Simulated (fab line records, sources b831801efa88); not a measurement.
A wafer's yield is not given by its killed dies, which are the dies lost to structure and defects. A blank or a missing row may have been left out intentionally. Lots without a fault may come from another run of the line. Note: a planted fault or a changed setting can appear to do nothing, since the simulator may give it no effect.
2 desks, one fault / flow sky130 / only its own numbers are on each desk; what lay behind them is given at the end

FOR THE TOOL OWNER'S DESK: cvdW-02
The tool's own readings at SKY_CONTACT_CVD_24 (deposits W, target thk 340 nm, time 102.12 s): means of the sampled wafers that have a number, for each lot that ran on this tool. Marked OUT: a lot whose mean sits more than 4 standard deviations from the usual mean, which makes it out of limits; the brackets give that distance.
Columns: A = heaterPowerW at SKY_CONTACT_CVD_24, usual 840 W
lot=L378; first seen here=day 33 23:29; A=824
lot=L379; first seen here=day 34 00:23; A=816
lot=L381; first seen here=day 34 21:58; A=785
lot=L382; first seen here=day 35 10:48; A=823
lot=L383; first seen here=day 35 23:13; A=810
lot=L384; first seen here=day 36 02:26; A=790
lot=L392; first seen here=day 38 05:16; A=843
lot=L393; first seen here=day 38 12:06; A=833
This desk found nothing out of limits on any of the 8 lots.

THE METROLOGY DESK
Lot by lot, what the gauges showed, no matter which tool ran the lot: averages of those sampled wafers that carry a number. Marked OUT: a lot whose mean sits more than 4 standard deviations from the usual mean, which makes it out of limits; the brackets give that distance.
Columns: A = LI_CONTACT_W_THK at SKY_LI_CONTACT_THK_MEAS_23, usual 396 nm; B = CONTACT_BOW at SKY_CONTACT_BOW_MEAS_05, usual 81 um; C = CONTACT_W_RS at SKY_CONTACT_RS_MEAS_25, usual 0.337 ohm/sq; D = CONTACT_W_THK at SKY_CONTACT_THK_MEAS_26, usual 335 nm
lot=L371; first seen here=day 28 18:43; A=395; B=86; C=0.341; D=335
lot=L373; first seen here=day 31 02:50; A=392; B=86; C=0.337; D=331
lot=L378; first seen here=day 31 14:12; A=411; B=84; C=0.330; D=341
lot=L379; first seen here=day 31 15:44; A=388; B=79; C=0.331; D=343
lot=L381; first seen here=day 32 13:51; A=393; B=78; C=0.342; D=328
lot=L382; first seen here=day 33 02:26; A=399; B=83; C=0.447 (+19) OUT; D=280 (-8.7) OUT
lot=L383; first seen here=day 33 15:44; A=393; B=78; C=0.560 (+38) OUT; D=227 (-17) OUT
lot=L384; first seen here=day 33 19:23; A=410; B=81; C=0.562 (+38) OUT; D=226 (-17) OUT
lot=L392; first seen here=day 35 21:23; A=386; B=83; C=0.335; D=338
lot=L393; first seen here=day 36 05:16; A=398; B=78; C=0.336; D=337
lot=L394; first seen here=day 36 11:12; A=395; B=78; C=0.340; D=333
This desk's finding: out of limits on L382, L383, L384; first on L382, day 35 10:55 (CONTACT_W_RS at SKY_CONTACT_RS_MEAS_25). Within limits: L371, L373, L378, L379, L381, L392, L393, L394.

PUT TOGETHER
Metrology desk: alarm possible at day 35 10:55 on L382, L383, L384.
The tool owner's desk saw nothing out of limits.
On record at the tool owner's desk: L382, L383, L384, within its limits.
SKY_CONTACT_CVD_24 was run on cvdW-02 by each of the lots named.

WHAT HAD BEEN PUT IN BY THE SIMULATOR
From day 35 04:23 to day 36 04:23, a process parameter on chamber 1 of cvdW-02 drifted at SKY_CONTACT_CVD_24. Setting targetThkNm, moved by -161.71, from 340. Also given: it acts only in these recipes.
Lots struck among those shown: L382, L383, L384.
Hours from the fault's start to each desk's first reading out of limits: the metrology desk, 7.
